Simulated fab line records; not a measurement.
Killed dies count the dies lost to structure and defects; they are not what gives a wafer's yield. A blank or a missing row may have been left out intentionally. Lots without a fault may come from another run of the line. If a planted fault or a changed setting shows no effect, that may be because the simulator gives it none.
fab line records + flow gf180mcu
[record]
- lots = 5
- wafers = 15
- last_day = 33
route steps=602 shown CONTACT@314 M1@315
lots untouched by any fault: they come from a run of this same line in which no faults occurred
start_h: hours from the record's first day to the start of the lot's first wafer shown + wait_h: how many hours have passed since the lot's step before this one + " identical to the entry in the row above + L1.1+2: several wafers, shown together as one row + - value missing, or start not given + * or withheld: withheld + < > ~ a bound
route shown NAME@n: names a module that has steps shown in the file, with the first one's number in the route + usual: mean and standard deviation over wafers with no fault + same: alike in all rows + chamber/n: place in a boat + sites: readings site by site + _std_site: the values' standard deviation + _edge_site: inner sites' mean taken away from outer sites' mean + radius_mm: how far each site lies from the wafer's centre + mask NAME#n: copy n + behind: tool/chamber where the wafer was last shaped + hold: the reason the lot was held/the length of the hold in hours/how it ended + device: transistor that didn't switch, given as n, p or np + end of line: the tests these same wafers got at the end of their route + a step with no rows: only its recipe + killed: count of dies lost to structure and defects at first sort (not the wafer's yield) + map: a wafer's dies, x killed, . not, _ none there
set.NAME: the setting as run; set.NAME@STEP: as run at that earlier step + model.NAME: the simulator's own value behind a step, which no gauge read
lots seen at some steps along the route; tables by step, rows by wafer
services: from which hour (start_h, from the record's first day; less than 0 if before it) a tool's chamber was out of use, for how many hours, and why
[[steps]]
[step GF_CONTACT_CMP_27]
[recipe]
- stop_on = SiO2
- down_force_psi = 3.5
- platen_rpm = 60
- t_overpolish_s = 15
- target_thk_nm = 0
- pad_velocity_m_s = 0.94248
[usual]
- head_pressure_psi = 3.501/0.0079
- motor_current_A = 10.9/1.2
- overpolish_run_s = 15.001/0.0092
- time_to_endpoint_s = 69/3.6
| lot.wafer | tool   | chamber | start_h | wait_h | head_pressure_psi | motor_current_A | overpolish_run_s | time_to_endpoint_s |
|-----------|--------|---------|---------|--------|-------------------|-----------------|------------------|--------------------|
| L074.4    | cmp-02 | 0       | 356.10  | 0.0    | 3.500             | 10.7            | 14.991           | 67                 |
| L074.3    | "      | 2       | "       | "      | 3.497             | 12.3            | 15.004           | 67                 |
| L074.2    | "      | 3       | "       | "      | 3.489             | 9.8             | 14.997           | 73                 |
| L085.4    | cmp-02 | 1       | 461.59  | 0.0    | 3.497             | 11.0            | 14.992           | 76                 |
| L085.2    | "      | 3       | "       | "      | 3.502             | 9.8             | 15.001           | 74                 |
| L085.5    | "      | 1       | "       | "      | 3.497             | 10.1            | 14.991           | 73                 |
| L087.2    | cmp-02 | 3       | 477.29  | 0.0    | 3.502             | 9.6             | 15.004           | 73                 |
| L087.4    | "      | 0       | "       | "      | 3.502             | 10.4            | 15.003           | 71                 |
| L087.5    | "      | 0       | "       | "      | 3.492             | 10.8            | 15.003           | 66                 |
| L091.4    | cmp-01 | 1       | 512.82  | 0.1    | 3.492             | 9.2             | 15.013           | 75                 |
| L091.5    | "      | 0       | "       | "      | 3.516             | 11.9            | 15.007           | 65                 |
| L091.6    | "      | 1       | "       | "      | 3.486             | 8.4             | 14.992           | 73                 |
| L092.1    | cmp-01 | 3       | 518.49  | 0.1    | 3.522             | 12.1            | 14.989           | 66                 |
| L092.4    | "      | 0       | "       | "      | 3.501             | 11.7            | 15.017           | 63                 |
| L092.5    | "      | 1       | "       | "      | 3.501             | 9.1             | 15.000           | 71                 |
[step GF_M1_SPUTTER_00]
[recipe]
- material = Ti
- target_thk_nm = 37.5
- arriving_ion_energy_ev = 80
- substrate_temp_c = 200
- chamber_pressure_pa = 2
- power_w = 4000
- time_s = 150
[usual]
- throttle_valve_pct = 30.4/1
| lot.wafer | tool           | chamber | start_h | wait_h | throttle_valve_pct |
|-----------|----------------|---------|---------|--------|--------------------|
| L074.2    | pvd_sputter-01 | -       | 356.40  | 0.1    | 31.4               |
| L074.3    | "              | -       | "       | "      | 30.2               |
| L074.4    | "              | -       | "       | "      | 32.0               |
| L085.2    | pvd_sputter-01 | -       | 461.89  | 0.1    | 32.0               |
| L085.4    | "              | -       | "       | "      | 31.2               |
| L085.5    | "              | -       | "       | "      | 31.1               |
| L087.2    | pvd_sputter-01 | -       | 477.59  | 0.2    | 31.2               |
| L087.4    | "              | -       | "       | "      | 31.7               |
| L087.5    | "              | -       | "       | "      | 30.1               |
| L091.4    | pvd_sputter-03 | -       | 513.07  | 0.2    | 29.8               |
| L091.5    | "              | -       | "       | "      | 28.3               |
| L091.6    | "              | -       | "       | "      | 30.0               |
| L092.1    | pvd_sputter-01 | -       | 518.69  | 0.1    | 29.8               |
| L092.4    | "              | -       | "       | "      | 31.9               |
| L092.5    | "              | -       | "       | "      | 29.8               |
[step GF_M1_SPUTTER_01]
[recipe]
- material = TiN
- target_thk_nm = 30
- power_w = 6500
- time_s = 25
- chamber_pressure_pa = 0.4
[usual]
- throttle_valve_pct = 30.4/1
| lot.wafer | tool           | chamber | start_h | wait_h | throttle_valve_pct |
|-----------|----------------|---------|---------|--------|--------------------|
| L074.2    | pvd_sputter-01 | -       | 356.50  | 0.1    | 31.1               |
| L074.3    | "              | -       | "       | "      | 30.1               |
| L074.4    | "              | -       | "       | "      | 32.1               |
| L085.2    | pvd_sputter-01 | -       | 461.99  | 0.1    | 31.9               |
| L085.4    | "              | -       | "       | "      | 31.4               |
| L085.5    | "              | -       | "       | "      | 31.1               |
| L087.2    | pvd_sputter-01 | -       | 477.69  | 0.1    | 31.3               |
| L087.4    | "              | -       | "       | "      | 32.1               |
| L087.5    | "              | -       | "       | "      | 29.9               |
| L091.4    | pvd_sputter-03 | -       | 513.17  | 0.1    | 29.9               |
| L091.5    | "              | -       | "       | "      | 28.5               |
| L091.6    | "              | -       | "       | "      | 30.1               |
| L092.1    | pvd_sputter-01 | -       | 518.79  | 0.1    | 30.0               |
| L092.4    | "              | -       | "       | "      | 32.1               |
| L092.5    | "              | -       | "       | "      | 30.3               |
[step GF_M1_SPUTTER_02]
[recipe]
- material = AlCu
- target_thk_nm = 450
- power_w = 10600
- time_s = 23.9
- chamber_pressure_pa = 0.4
[usual]
- throttle_valve_pct = 30.4/1
| lot.wafer | tool           | chamber | start_h | wait_h | throttle_valve_pct |
|-----------|----------------|---------|---------|--------|--------------------|
| L074.2    | pvd_sputter-01 | -       | 356.53  | 0.0    | 30.8               |
| L074.3    | "              | -       | "       | "      | 29.9               |
| L074.4    | "              | -       | "       | "      | 32.0               |
| L085.2    | pvd_sputter-01 | -       | 462.02  | 0.0    | 31.8               |
| L085.4    | "              | -       | "       | "      | 31.2               |
| L085.5    | "              | -       | "       | "      | 31.4               |
| L087.2    | pvd_sputter-01 | -       | 477.72  | 0.0    | 31.1               |
| L087.4    | "              | -       | "       | "      | 31.9               |
| L087.5    | "              | -       | "       | "      | 30.1               |
| L091.4    | pvd_sputter-03 | -       | 513.21  | 0.0    | 29.9               |
| L091.5    | "              | -       | "       | "      | 28.3               |
| L091.6    | "              | -       | "       | "      | 29.8               |
| L092.1    | pvd_sputter-01 | -       | 518.82  | 0.0    | 30.0               |
| L092.4    | "              | -       | "       | "      | 31.9               |
| L092.5    | "              | -       | "       | "      | 30.4               |
[step GF_M1_SPUTTER_03]
[recipe]
- material = Ti
- target_thk_nm = 10
- substrate_temp_c = 300
- chamber_pressure_pa = 0.3
- power_w = 3000
- time_s = 6.7
[usual]
- throttle_valve_pct = 30.4/1
| lot.wafer | tool           | chamber | start_h | wait_h | throttle_valve_pct |
|-----------|----------------|---------|---------|--------|--------------------|
| L074.2    | pvd_sputter-01 | -       | 356.56  | 0.0    | 31.4               |
| L074.3    | "              | -       | "       | "      | 30.0               |
| L074.4    | "              | -       | "       | "      | 32.1               |
| L085.2    | pvd_sputter-01 | -       | 462.05  | 0.0    | 31.9               |
| L085.4    | "              | -       | "       | "      | 31.3               |
| L085.5    | "              | -       | "       | "      | 31.4               |
| L087.2    | pvd_sputter-01 | -       | 477.75  | 0.0    | 31.3               |
| L087.4    | "              | -       | "       | "      | 32.0               |
| L087.5    | "              | -       | "       | "      | 30.1               |
| L091.4    | pvd_sputter-03 | -       | 513.24  | 0.0    | 29.6               |
| L091.5    | "              | -       | "       | "      | 28.4               |
| L091.6    | "              | -       | "       | "      | 30.2               |
| L092.1    | pvd_sputter-01 | -       | 518.85  | 0.0    | 29.9               |
| L092.4    | "              | -       | "       | "      | 31.9               |
| L092.5    | "              | -       | "       | "      | 29.8               |
[step GF_M1_SPUTTER_04]
[recipe]
- material = TiN
- target_thk_nm = 50
- power_w = 6500
- time_s = 41.7
- chamber_pressure_pa = 0.4
[usual]
- throttle_valve_pct = 30.4/1
| lot.wafer | tool           | chamber | start_h | wait_h | throttle_valve_pct |
|-----------|----------------|---------|---------|--------|--------------------|
| L074.2    | pvd_sputter-01 | -       | 356.58  | 0.0    | 31.2               |
| L074.3    | "              | -       | "       | "      | 30.2               |
| L074.4    | "              | -       | "       | "      | 32.1               |
| L085.2    | pvd_sputter-01 | -       | 462.07  | 0.0    | 31.8               |
| L085.4    | "              | -       | "       | "      | 31.3               |
| L085.5    | "              | -       | "       | "      | 31.1               |
| L087.2    | pvd_sputter-01 | -       | 477.77  | 0.0    | 31.3               |
| L087.4    | "              | -       | "       | "      | 32.0               |
| L087.5    | "              | -       | "       | "      | 30.2               |
| L091.4    | pvd_sputter-03 | -       | 513.26  | 0.0    | 30.1               |
| L091.5    | "              | -       | "       | "      | 28.4               |
| L091.6    | "              | -       | "       | "      | 29.6               |
| L092.1    | pvd_sputter-01 | -       | 518.87  | 0.0    | 30.2               |
| L092.4    | "              | -       | "       | "      | 31.7               |
| L092.5    | "              | -       | "       | "      | 30.2               |
[step GF_M1_RS_MEAS_05]
[recipe]
- thk_meas_gauge = four-point-probe
- reads = TiN_of_M1_SPUTTER_04+Ti_of_M1_SPUTTER_03+AlCu_of_M1_SPUTTER_02+TiN_of_M1_SPUTTER_01+Ti_of_M1_SPUTTER_00
[usual]
- M1_ALCU_RS = 0.0695/0.0008
| lot.wafer | tool          | chamber | start_h | wait_h | M1_ALCU_RS[ohm/sq] |
|-----------|---------------|---------|---------|--------|--------------------|
| L074.2    | film_metro-04 | -       | 356.64  | 0.0    | 0.0698             |
| L074.3    | "             | -       | "       | "      | 0.0703             |
| L074.4    | "             | -       | "       | "      | 0.0703             |
| L085.2    | film_metro-04 | -       | 462.13  | 0.0    | 0.0703             |
| L085.4    | "             | -       | "       | "      | 0.0702             |
| L085.5    | "             | -       | "       | "      | 0.0706             |
| L087.2    | film_metro-01 | -       | 477.92  | 0.1    | 0.0693             |
| L087.4    | "             | -       | "       | "      | 0.0696             |
| L087.5    | "             | -       | "       | "      | 0.0694             |
| L091.4    | film_metro-04 | -       | 513.36  | 0.1    | 0.0675             |
| L091.5    | "             | -       | "       | "      | 0.0676             |
| L091.6    | "             | -       | "       | "      | 0.0670             |
| L092.1    | film_metro-01 | -       | 518.91  | 0.0    | 0.0709             |
| L092.4    | "             | -       | "       | "      | 0.0711             |
| L092.5    | "             | -       | "       | "      | 0.0708             |
[step GF_M1_THK_MEAS_06]
[recipe]
- thk_meas_gauge = xrf
- reads = AlCu_of_M1_SPUTTER_02
[usual]
- M1_ALCU_THK = 444/5.3
| lot.wafer | tool          | chamber | start_h | wait_h | M1_ALCU_THK[nm] |
|-----------|---------------|---------|---------|--------|-----------------|
| L074.2    | film_metro-04 | -       | 356.75  | 0.1    | 442             |
| L074.3    | "             | -       | "       | "      | 441             |
| L074.4    | "             | -       | "       | "      | 440             |
| L085.2    | film_metro-04 | -       | 462.24  | 0.1    | 437             |
| L085.4    | "             | -       | "       | "      | 434             |
| L085.5    | "             | -       | "       | "      | 434             |
| L087.2    | film_metro-01 | -       | 478.03  | 0.1    | 443             |
| L087.4    | "             | -       | "       | "      | 441             |
| L087.5    | "             | -       | "       | "      | 443             |
| L091.4    | film_metro-04 | -       | 513.45  | 0.1    | 457             |
| L091.5    | "             | -       | "       | "      | 459             |
| L091.6    | "             | -       | "       | "      | 459             |
| L092.1    | film_metro-01 | -       | 519.03  | 0.1    | 436             |
| L092.4    | "             | -       | "       | "      | 435             |
| L092.5    | "             | -       | "       | "      | 437             |
[step GF_M1_DEHYDRATE_07]
[recipe]
- temp_c = 200
- time_s = 60
| lot.wafer  | tool           | chamber | start_h | wait_h |
|------------|----------------|---------|---------|--------|
| L074.2+3+4 | litho_track-02 | 0       | 367.02  | 10.3   |
| L085.2+4+5 | litho_track-02 | 0       | 473.37  | 11.1   |
| L087.2+4+5 | litho_track-04 | 0       | 489.17  | 11.1   |
| L091.4+5+6 | litho_track-03 | 0       | 524.09  | 10.6   |
| L092.1+4+5 | litho_track-04 | 0       | 529.54  | 10.5   |
[step GF_M1_HMDS_08]
[recipe]
- prime_time_s = 60
- prime_temp_c = 120
[same]
- prime_time_s = 60
| lot.wafer  | tool           | chamber | start_h | wait_h |
|------------|----------------|---------|---------|--------|
| L074.2+3+4 | litho_track-02 | 0       | 367.17  | 0.1    |
| L085.2+4+5 | litho_track-02 | 0       | 473.52  | 0.1    |
| L087.2+4+5 | litho_track-04 | 0       | 489.32  | 0.1    |
| L091.4+5+6 | litho_track-03 | 0       | 524.24  | 0.1    |
| L092.1+4+5 | litho_track-04 | 0       | 529.69  | 0.1    |
[step GF_M1_COAT_09]
[recipe]
- resist = KrF
- spin_rpm = withheld
- resist_thk_nm = 1000
| lot.wafer  | tool           | chamber | start_h | wait_h |
|------------|----------------|---------|---------|--------|
| L074.2+3+4 | litho_track-02 | 0       | 367.32  | 0.1    |
| L085.2+4+5 | litho_track-02 | 0       | 473.67  | 0.1    |
| L087.2+4+5 | litho_track-04 | 0       | 489.47  | 0.1    |
| L091.4+5+6 | litho_track-03 | 0       | 524.39  | 0.1    |
| L092.1+4+5 | litho_track-04 | 0       | 529.84  | 0.1    |
[step GF_M1_SOFTBAKE_10]
[recipe]
- temp_c = 130
- time_s = 60
- resist = KrF
| lot.wafer  | tool           | chamber | start_h | wait_h |
|------------|----------------|---------|---------|--------|
| L074.2+3+4 | litho_track-02 | 0       | 367.47  | 0.1    |
| L085.2+4+5 | litho_track-02 | 0       | 473.82  | 0.1    |
| L087.2+4+5 | litho_track-04 | 0       | 489.62  | 0.1    |
| L091.4+5+6 | litho_track-03 | 0       | 524.54  | 0.1    |
| L092.1+4+5 | litho_track-04 | 0       | 529.99  | 0.1    |
[step GF_M1_EXPOSE_11]
[recipe]
- mask_id = Metal1
- target_cd_nm = 230
- na = 0.68
- source_shape = conventional
- sigma_outer = 0.6
- dose_mj = 28
[usual]
- stage_vel_mm_s = 499.93/0.24
| lot.wafer | tool           | chamber | start_h | wait_h | mask     | stage_vel_mm_s |
|-----------|----------------|---------|---------|--------|----------|----------------|
| L074.2    | krf_scanner-02 | 0       | -       | -      | Metal1#0 | 499.72         |
| L074.3    | "              | 0       | "       | "      | Metal1#0 | 499.86         |
| L074.4    | "              | 0       | "       | "      | Metal1#0 | 499.99         |
| L085.2    | krf_scanner-01 | 0       | -       | -      | Metal1#0 | 500.31         |
| L085.4    | "              | 0       | "       | "      | Metal1#0 | 500.04         |
| L085.5    | "              | 0       | "       | "      | Metal1#0 | 500.12         |
| L087.2    | krf_scanner-02 | 0       | -       | -      | Metal1#0 | 499.63         |
| L087.4    | "              | 0       | "       | "      | Metal1#0 | 499.61         |
| L087.5    | "              | 0       | "       | "      | Metal1#0 | 499.48         |
| L091.4    | krf_scanner-02 | 0       | -       | -      | Metal1#0 | 499.66         |
| L091.5    | "              | 0       | "       | "      | Metal1#0 | 500.15         |
| L091.6    | "              | 0       | "       | "      | Metal1#0 | 499.53         |
| L092.1    | krf_scanner-02 | 0       | -       | -      | Metal1#0 | 499.80         |
| L092.4    | "              | 0       | "       | "      | Metal1#0 | 500.00         |
| L092.5    | "              | 0       | "       | "      | Metal1#0 | 499.69         |
[step GF_M1_PEB_12]
[recipe]
- peb_temp_c = 135
- peb_time_s = 90
- resist = KrF
| lot.wafer  | tool           | chamber | start_h | wait_h |
|------------|----------------|---------|---------|--------|
| L074.2+3+4 | litho_track-04 | 0       | -       | -      |
| L085.2+4+5 | litho_track-02 | 0       | -       | -      |
| L087.2+4+5 | litho_track-02 | 0       | -       | -      |
| L091.4+5+6 | litho_track-03 | 0       | -       | -      |
| L092.1+4+5 | litho_track-03 | 0       | -       | -      |
[step GF_M1_DEVELOP_13]
[recipe]
- develop_time_s = 60
- dev_temp_c = 21
| lot.wafer  | tool           | chamber | start_h | wait_h |
|------------|----------------|---------|---------|--------|
| L074.2+3+4 | litho_track-04 | 0       | 378.92  | 0.2    |
| L085.2+4+5 | litho_track-02 | 0       | 485.77  | 0.2    |
| L087.2+4+5 | litho_track-02 | 0       | 500.97  | 0.2    |
| L091.4+5+6 | litho_track-03 | 0       | 535.79  | 0.1    |
| L092.1+4+5 | litho_track-03 | 0       | 541.06  | 0.2    |
[[services]]
| tool           | chamber | start_h | hours | kind                      |
|----------------|---------|---------|-------|---------------------------|
| cmp-01         | -       | 347.49  | 0.9   | repair                    |
| pvd_sputter-01 | -       | 349.39  | 4.9   | repair                    |
| krf_scanner-01 | -       | 351.58  | 1.8   | repair                    |
| cmp-02         | -       | 357.12  | 1.3   | repair                    |
| krf_scanner-02 | -       | 363.66  | 1.0   | pm                        |
| cmp-02         | -       | 383.20  | 4.5   | repair                    |
| krf_scanner-01 | -       | 386.99  | 0.8   | pm                        |
| krf_scanner-01 | -       | 389.36  | 1.3   | pm                        |
| cmp-01         | -       | 393.51  | 0.3   | repair                    |
| cmp-01         | -       | 404.00  | 4.0   | pm                        |
| krf_scanner-01 | -       | 415.24  | 2.5   | repair                    |
| cmp-02         | -       | 416.48  | 6.3   | pm                        |
| pvd_sputter-03 | -       | 422.02  | 0.7   | repair                    |
| krf_scanner-01 | -       | 428.31  | 1.0   | pm                        |
| krf_scanner-02 | -       | 430.00  | 2.1   | repair                    |
| cmp-01         | -       | 438.59  | 3.9   | repair                    |
| krf_scanner-01 | -       | 438.93  | 3.6   | pm                        |
| cmp-01         | -       | 444.92  | 5.4   | pm                        |
| krf_scanner-02 | -       | 481.41  | 0.8   | pm                        |
| pvd_sputter-01 | -       | 491.49  | 1.6   | repair                    |
| krf_scanner-02 | -       | 493.60  | 6.8   | repair                    |
| litho_track-03 | -       | 496.95  | -     | consumable_replace:filter |
| krf_scanner-02 | -       | 502.53  | 1.3   | pm                        |
| krf_scanner-02 | -       | 532.66  | 1.0   | pm                        |
[[key]]
fault none
